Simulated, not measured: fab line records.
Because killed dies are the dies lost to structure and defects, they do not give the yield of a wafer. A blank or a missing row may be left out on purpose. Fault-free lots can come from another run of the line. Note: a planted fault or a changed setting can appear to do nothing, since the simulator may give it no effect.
Which tool was responsible? / flow sky130 / 33 wafers from 11 lots sampled at 6 of the route's 708 steps

WHAT THE GAUGES READ, wafer by wafer
SKY_VIA1_OVL_MEAS_13.
lot=L398; measured=day 34 08:23; on=overlay-02; VIA1_OVL (nm)=0 -4 2
lot=L400; measured=day 34 18:36; on=overlay-02; VIA1_OVL (nm)=5 1 4
lot=L404; measured=day 36 03:03; on=overlay-02; VIA1_OVL (nm)=-3 -11 -8
lot=L403; measured=day 36 05:20; on=overlay-01; VIA1_OVL (nm)=0 0 1
lot=L405; measured=day 36 15:06; on=overlay-02; VIA1_OVL (nm)=5 3 1
lot=L406; measured=day 36 16:46; on=overlay-01; VIA1_OVL (nm)=-1 -6 -3
lot=L413; measured=day 39 00:53; on=overlay-02; VIA1_OVL (nm)=9 13 13
lot=L416; measured=day 39 16:05; on=overlay-01; VIA1_OVL (nm)=-8 -6 -3
lot=L415; measured=day 39 17:17; on=overlay-02; VIA1_OVL (nm)=-8 -7 -5
lot=L418; measured=day 40 11:45; on=overlay-01; VIA1_OVL (nm)=-7 2 1
lot=L419; measured=day 40 20:39; on=overlay-02; VIA1_OVL (nm)=-2 -5 -4

SKY_VIA1_THK_MEAS_23: measures by xrf.
lot=L398; measured=day 34 09:23; on=film_metro-02; VIA1_W_THK (nm)=280 281 278
lot=L400; measured=day 34 19:38; on=film_metro-02; VIA1_W_THK (nm)=278 275 277
lot=L404; measured=day 36 04:04; on=film_metro-03; VIA1_W_THK (nm)=271 270 268
lot=L403; measured=day 36 06:20; on=film_metro-04; VIA1_W_THK (nm)=270 275 269
lot=L405; measured=day 36 16:08; on=film_metro-02; VIA1_W_THK (nm)=281 281 282
lot=L406; measured=day 36 17:48; on=film_metro-03; VIA1_W_THK (nm)=275 273 270
lot=L413; measured=day 39 01:54; on=film_metro-02; VIA1_W_THK (nm)=279 276 279
lot=L416; measured=day 39 17:29; on=film_metro-04; VIA1_W_THK (nm)=280 277 276
lot=L415; measured=day 39 18:41; on=film_metro-03; VIA1_W_THK (nm)=272 271 270
lot=L418; measured=day 40 12:44; on=film_metro-04; VIA1_W_THK (nm)=277 275 271
lot=L419; measured=day 40 21:39; on=film_metro-02; VIA1_W_THK (nm)=277 281 279

SKY_METAL2_RS_MEAS_05: the measuring method here is four-point-probe.
lot=L398; measured=day 34 09:54; on=film_metro-02; METAL2_ALCU_RS (ohm/sq)=0.1298 0.1294 0.1291
lot=L400; measured=day 34 20:08; on=film_metro-02; METAL2_ALCU_RS (ohm/sq)=0.1254 0.1242 0.1261
lot=L404; measured=day 36 04:34; on=film_metro-01; METAL2_ALCU_RS (ohm/sq)=0.1245 0.1247 0.1240
lot=L403; measured=day 36 06:50; on=film_metro-01; METAL2_ALCU_RS (ohm/sq)=0.1273 0.1276 0.1283
lot=L405; measured=day 36 16:39; on=film_metro-02; METAL2_ALCU_RS (ohm/sq)=0.1279 0.1289 0.1279
lot=L406; measured=day 36 18:19; on=film_metro-02; METAL2_ALCU_RS (ohm/sq)=0.1272 0.1274 0.1294
lot=L413; measured=day 39 02:25; on=film_metro-04; METAL2_ALCU_RS (ohm/sq)=0.1263 0.1270 0.1353 0.1265 0.1273 0.1354
lot=L416; measured=day 39 17:59; on=film_metro-04; METAL2_ALCU_RS (ohm/sq)=0.1286 0.1284 0.1280
lot=L415; measured=day 39 19:11; on=film_metro-01; METAL2_ALCU_RS (ohm/sq)=0.1277 0.1283 0.1268
lot=L418; measured=day 40 13:35; on=film_metro-04; METAL2_ALCU_RS (ohm/sq)=0.1286 0.1290 0.1290
lot=L419; measured=day 40 22:10; on=film_metro-01; METAL2_ALCU_RS (ohm/sq)=0.1273 0.1264 0.1270

SKY_METAL2_THK_MEAS_06: measures by xrf.
lot=L398; measured=day 34 10:01; on=film_metro-02; METAL2_ALCU_THK (nm)=246.8 249.0 251.5
lot=L400; measured=day 34 20:15; on=film_metro-02; METAL2_ALCU_THK (nm)=259.2 259.8 256.2
lot=L404; measured=day 36 04:41; on=film_metro-01; METAL2_ALCU_THK (nm)=260.7 260.4 262.1
lot=L403; measured=day 36 06:58; on=film_metro-01; METAL2_ALCU_THK (nm)=252.1 253.5 250.7
lot=L405; measured=day 36 16:45; on=film_metro-02; METAL2_ALCU_THK (nm)=250.8 251.4 251.7
lot=L406; measured=day 36 18:25; on=film_metro-02; METAL2_ALCU_THK (nm)=253.8 252.5 249.4
lot=L413; measured=day 39 04:05; on=film_metro-04; METAL2_ALCU_THK (nm)=253.9 251.8 237.4 253.0 252.7 236.9
lot=L416; measured=day 39 18:07; on=film_metro-04; METAL2_ALCU_THK (nm)=249.3 248.3 250.7
lot=L415; measured=day 39 19:19; on=film_metro-01; METAL2_ALCU_THK (nm)=250.7 250.1 253.0
lot=L418; measured=day 40 13:42; on=film_metro-04; METAL2_ALCU_THK (nm)=252.1 250.7 248.9
lot=L419; measured=day 40 22:16; on=film_metro-01; METAL2_ALCU_THK (nm)=255.4 258.8 255.2

WHICH TOOL RAN EACH LOT (tool, then ch and the chambers of the sampled wafers, then the start)
lot=L398; SKY_METAL2_SPUTTER_02=pvd_sputter-03, day 34 09:47; SKY_METAL2_SPUTTER_03=pvd_sputter-03, day 34 09:49
lot=L400; SKY_METAL2_SPUTTER_02=pvd_sputter-01, day 34 20:02; SKY_METAL2_SPUTTER_03=pvd_sputter-01, day 34 20:03
lot=L404; SKY_METAL2_SPUTTER_02=pvd_sputter-01, day 36 04:29; SKY_METAL2_SPUTTER_03=pvd_sputter-01, day 36 04:31
lot=L403; SKY_METAL2_SPUTTER_02=pvd_sputter-03, day 36 06:45; SKY_METAL2_SPUTTER_03=pvd_sputter-03, day 36 06:46
lot=L405; SKY_METAL2_SPUTTER_02=pvd_sputter-01, day 36 16:31; SKY_METAL2_SPUTTER_03=pvd_sputter-01, day 36 16:33
lot=L406; SKY_METAL2_SPUTTER_02=pvd_sputter-03, day 36 18:11; SKY_METAL2_SPUTTER_03=pvd_sputter-03, day 36 18:13
lot=L413; SKY_METAL2_SPUTTER_02=pvd_sputter-01, day 39 02:18; SKY_METAL2_SPUTTER_03=pvd_sputter-01, day 39 02:19
lot=L416; SKY_METAL2_SPUTTER_02=pvd_sputter-03, day 39 17:53; SKY_METAL2_SPUTTER_03=pvd_sputter-03, day 39 17:55
lot=L415; SKY_METAL2_SPUTTER_02=pvd_sputter-03, day 39 19:05; SKY_METAL2_SPUTTER_03=pvd_sputter-03, day 39 19:07
lot=L418; SKY_METAL2_SPUTTER_02=pvd_sputter-02, day 40 13:29; SKY_METAL2_SPUTTER_03=pvd_sputter-02, day 40 13:31
lot=L419; SKY_METAL2_SPUTTER_02=pvd_sputter-03, day 40 22:02; SKY_METAL2_SPUTTER_03=pvd_sputter-03, day 40 22:04
- SKY_METAL2_SPUTTER_02: material AlCu, target thk 250 nm, time 13.3 s.
- SKY_METAL2_SPUTTER_03: material Ti, target thk 5 nm, time 3.3 s.

WHAT THE TOOLS THEMSELVES READ (means of the sampled wafers that have a number; where no wafer has one, the mark that the record gives instead)
SKY_METAL2_SPUTTER_02.
lot=L398; tool=pvd_sputter-03; throttle_valve_pct (%)=29.6
lot=L400; tool=pvd_sputter-01; throttle_valve_pct (%)=30.7
lot=L404; tool=pvd_sputter-01; throttle_valve_pct (%)=30.9
lot=L403; tool=pvd_sputter-03; throttle_valve_pct (%)=29.6
lot=L405; tool=pvd_sputter-01; throttle_valve_pct (%)=30.6
lot=L406; tool=pvd_sputter-03; throttle_valve_pct (%)=30.1
lot=L413; tool=pvd_sputter-01; throttle_valve_pct (%)=30.6
lot=L416; tool=pvd_sputter-03; throttle_valve_pct (%)=30.1
lot=L415; tool=pvd_sputter-03; throttle_valve_pct (%)=30.2
lot=L418; tool=pvd_sputter-02; throttle_valve_pct (%)=29.8
lot=L419; tool=pvd_sputter-03; throttle_valve_pct (%)=30.1

SKY_METAL2_SPUTTER_03.
lot=L398; tool=pvd_sputter-03; throttle_valve_pct (%)=29.5
lot=L400; tool=pvd_sputter-01; throttle_valve_pct (%)=30.7
lot=L404; tool=pvd_sputter-01; throttle_valve_pct (%)=30.7
lot=L403; tool=pvd_sputter-03; throttle_valve_pct (%)=29.5
lot=L405; tool=pvd_sputter-01; throttle_valve_pct (%)=30.7
lot=L406; tool=pvd_sputter-03; throttle_valve_pct (%)=30.2
lot=L413; tool=pvd_sputter-01; throttle_valve_pct (%)=30.8
lot=L416; tool=pvd_sputter-03; throttle_valve_pct (%)=30.3
lot=L415; tool=pvd_sputter-03; throttle_valve_pct (%)=30.1
lot=L418; tool=pvd_sputter-02; throttle_valve_pct (%)=29.9
lot=L419; tool=pvd_sputter-03; throttle_valve_pct (%)=30.1

THE ANSWER, worked out from the rows above alone
Rule: the usual values come from the lots themselves. The widest of any qualifying gaps counts: lots, ordered by their means at a reading, are off when they make up no more than a third of the lots, leave a main group of 4 or more, and stand apart from it by 3 or more times the standard deviation of that group's means. If all means in a main group match to the digits the tables above print for the reading, that group is not used. Also off: a lot with no number at a reading for which 4 or more lots have one. The other lots that the step has rows for count as sound. Order of review: gauges by route order, followed by the tools' own readings, for which a lot's mean as printed above is used. At the first step where some lot is off, the reading lying furthest off is the one used; lots without a number count as furthest.
No lot is off on any of the readings shown, so nothing can be concluded from this.

WHAT THE SIMULATOR PUT IN
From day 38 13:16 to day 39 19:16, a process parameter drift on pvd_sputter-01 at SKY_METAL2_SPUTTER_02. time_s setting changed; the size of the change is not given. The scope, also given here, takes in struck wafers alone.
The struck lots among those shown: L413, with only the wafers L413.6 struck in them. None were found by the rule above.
